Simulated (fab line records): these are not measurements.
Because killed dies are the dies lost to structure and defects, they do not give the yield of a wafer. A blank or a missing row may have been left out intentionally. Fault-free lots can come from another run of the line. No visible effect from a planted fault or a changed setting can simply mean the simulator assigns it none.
A struck lot beside a sound one -- flow sky130 -- 37 out of 708 route steps
Sound: the wafers L469.3, L469.5, L469.6. Wafers L473.1, L473.2, L473.5 were the ones struck. The cause comes at the end.
For every step that has rows: the tool of each side, followed by ch and its chambers, followed by its first start. Under that, the readings that differ: sound wafers -- struck wafers -- difference of the means -- sigmas: that difference in standard deviations of wafers without a fault.
alike: a reading whose means differ by less than 2 such deviations, as well as words and numbers matching on both sides. not compared: withheld readings; readings where some wafer has no value; bounds like >300 that might hide an equal value; numbers whose values overlap and for which the record gives no deviation.
The two part at a step that has a row with sigmas, a row that says differs or no value, or rows on one side only. Numbers that have no deviation but don't overlap get no sigmas and don't part them. Lack of a reading on every wafer of one side parts them only where that side has two or more wafers.

first, 10 steps without rows for these wafers: SKY_LDD_LDN_SOFTBAKE_03 (time 60 s); SKY_LDD_LDN_EXPOSE_04 (exposes mask LDNTM, target cd 700 nm); SKY_LDD_LDN_PEB_05; SKY_LDD_LDN_DEVELOP_06 (develop time 60 s); SKY_LDD_LDN_IMPLANT_08; SKY_LDD_LDN_IMPLANT_09; SKY_LDD_LDN_IMPLANT_10; SKY_LDD_LDN_IMPLANT_11; SKY_LDD_LDN_STRIP_12 (strips in O2/N2); SKY_LDD_LDN_CLEAN_14 (cleans in SC1/SC2, time 150 s).
SKY_SPACER_CVD_00: deposits Si3N4 from DCS/NH3, target thk 43.1 nm, time 740 s.
  sound on lpcvd-02 ch 1, day 25 19:43; struck on lpcvd-02 ch 1, day 27 12:35
reading,sound,struck,difference,sigmas
spikeTcBottomC (C),791.5 792.0 791.7,799.5 798.8 800.5,+7.9,+8
spikeTcCentreC (C),773.9 771.9 770.5,779.9 778.4 780.0,+7.3,+6
spikeTcLowerC (C),769.3 769.0 767.0,775.9 778.3 775.7,+8.2,+4
spikeTcTopC (C),780.8 780.8 780.7,788.6 789.3 788.5,+8.0,+4
spikeTcUpperC (C),770.4 769.7 769.7,778.2 778.1 778.5,+8.3,+8
susceptorTempC (C),770.2 770.5 770.5,778.4 779.0 778.2,+8.1,+25
model.Si3N4_of_SPACER_CVD_00.thkNm (nm),42.47 42.54 42.18,49.97 50.47 50.16,+7.80,
  alike: zonePowerBottomPct, zonePowerCentrePct
SKY_SPACER_THK_MEAS_01:
  sound on filmMetro-03 at day 25 20:57; struck on filmMetro-03 at day 27 13:47
reading,sound,struck,difference,sigmas
SPACER_CVD_00_THK (nm),42.4 42.6 42.2,50.0 50.5 50.1,+7.8,+17
SKY_SPACER_ETCHBACK_02: etches Si3N4 in CH3F/O2, stops on SiO2, time 46.7 s, target depth 45 nm.
  sound on rieDiel-02 ch 2,3, day 25 20:59; struck on rieDiel-01 ch 0,3, day 27 13:51
reading,sound,struck,difference,sigmas
oesProductAu (a.u.),0.850 0.851 0.844,0.931 0.930 0.925,+0.080,+11
model.etch.depthNm (nm),42.47 42.54 42.18,49.97 50.47 50.16,+7.80,
  alike: drypumpMotorCurrentA, throttleValvePct
  not compared: rfHoursCounterH
then, 22 steps without rows for these wafers: SKY_POLY_CUT_DEHYDRATE_00 (time 60 s); SKY_POLY_CUT_HMDS_01 (prime time 60 s); SKY_POLY_CUT_COAT_02 (resist thk 60 nm); SKY_POLY_CUT_COAT_03 (resist thk 450 nm); SKY_POLY_CUT_SOFTBAKE_04 (time 90 s); SKY_POLY_CUT_EXPOSE_05 (exposes mask NPCM, target cd 270 nm); SKY_POLY_CUT_PEB_06; SKY_POLY_CUT_DEVELOP_07 (develop time 60 s); SKY_POLY_CUT_ETCH_10 (etches BARC in N2/H2, stops on SiO2, time 45.9 s, target depth 60 nm); SKY_POLY_CUT_ETCH_11 (etches Si3N4 in CF4/CH2F2/Ar, stops on poly-Si, time 42.5 s, target depth 60 nm); SKY_POLY_CUT_STRIP_12 (strips in O2/N2); SKY_SD_P_DEHYDRATE_00 (time 60 s); SKY_SD_P_HMDS_01 (prime time 60 s); SKY_SD_P_COAT_02 (resist thk 1140 nm); SKY_SD_P_SOFTBAKE_03 (time 60 s); SKY_SD_P_EXPOSE_04 (exposes mask PSDM, target cd 380 nm); SKY_SD_P_PEB_05; SKY_SD_P_DEVELOP_06 (develop time 60 s); SKY_SD_P_IMPLANT_09; SKY_SD_P_STRIP_10 (strips in O2/N2); SKY_RES_XHIGH_DEHYDRATE_00 (time 60 s); SKY_RES_XHIGH_HMDS_01 (prime time 60 s).
-- the record jumps here: 5 days lie between the struck wafers' starts before and after (it left off in module RES_XHIGH and takes up again in module SALICIDE, whose first step shown is number 361 of the route) --
SKY_SALICIDE_CLEAN_00: cleans in HF-last, time 30 s.
  sound on wetBench-01 ch 0, day 30 16:41; struck on wetBench-02 ch 2, day 32 08:49
reading,sound,struck,difference,sigmas
model.Si3N4_of_SPACER_CVD_00.thkNm (nm),41.49 41.56 41.2,48.99 49.49 49.18,+7.80,
-- the record jumps here: 17 days lie between the struck wafers' starts before and after (it left off in module SALICIDE and takes up again in module PAD_OPEN, whose first step shown is number 708 of the route) --
SKY_PAD_OPEN_PROBE_99:
  sound on prober-01 at day 48 00:12; struck on prober-01 at day 49 01:13
reading,sound,struck,difference,sigmas
model.etest.pfet_01v8.rOnOhmUm,2921 2961 2818,3055 3114 3174,+214,
model.etest.nfetG5v0d10v5.rOnOhmUm,1910 1939 1880,1956 1944 1952,+41,
model.etest.sonosUncharged.rOnOhmUm,807.6 801.7 794.7,840.8 839.6 849.5,+42.0,
model.etest.pfet_01v8.driveUaUm,189.9 186.2 195.8,182.1 178.1 174.2,-12.5,
model.etest.pfet_01v8_hvt.driveUaUm,141.4 138.5 145.6,132.8 131.8 127.2,-11.2,
model.etest.sramPfetLatch.driveUaUm,137.3 140 156.4,132.1 133.1 123.2,-15.1,
model.etest.pfet_01v8_lvt.driveUaUm,173.9 171.1 176.3,170.1 170.3 167.4,-4.5,
  alike: killed_at_M0_to_M3, killed_at_M4_up, killedAtContacts, killedAtFrontEnd, killedAtOther, killedDies, killedOpen, killedShort
  not compared: model.etest.pfet_01v8_mvt.driveUaUm

== WHERE THEY PART ==
Last at SKY_SPACER_ETCHBACK_02 as far as this record goes, first at SKY_SPACER_CVD_00. Later steps at which nothing parts them and some readings are alike: SKY_PAD_OPEN_PROBE_99.

WHY: the cause the simulator had injected
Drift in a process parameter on lpcvd-02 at SKY_SPACER_CVD_00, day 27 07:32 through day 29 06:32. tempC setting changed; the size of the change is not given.
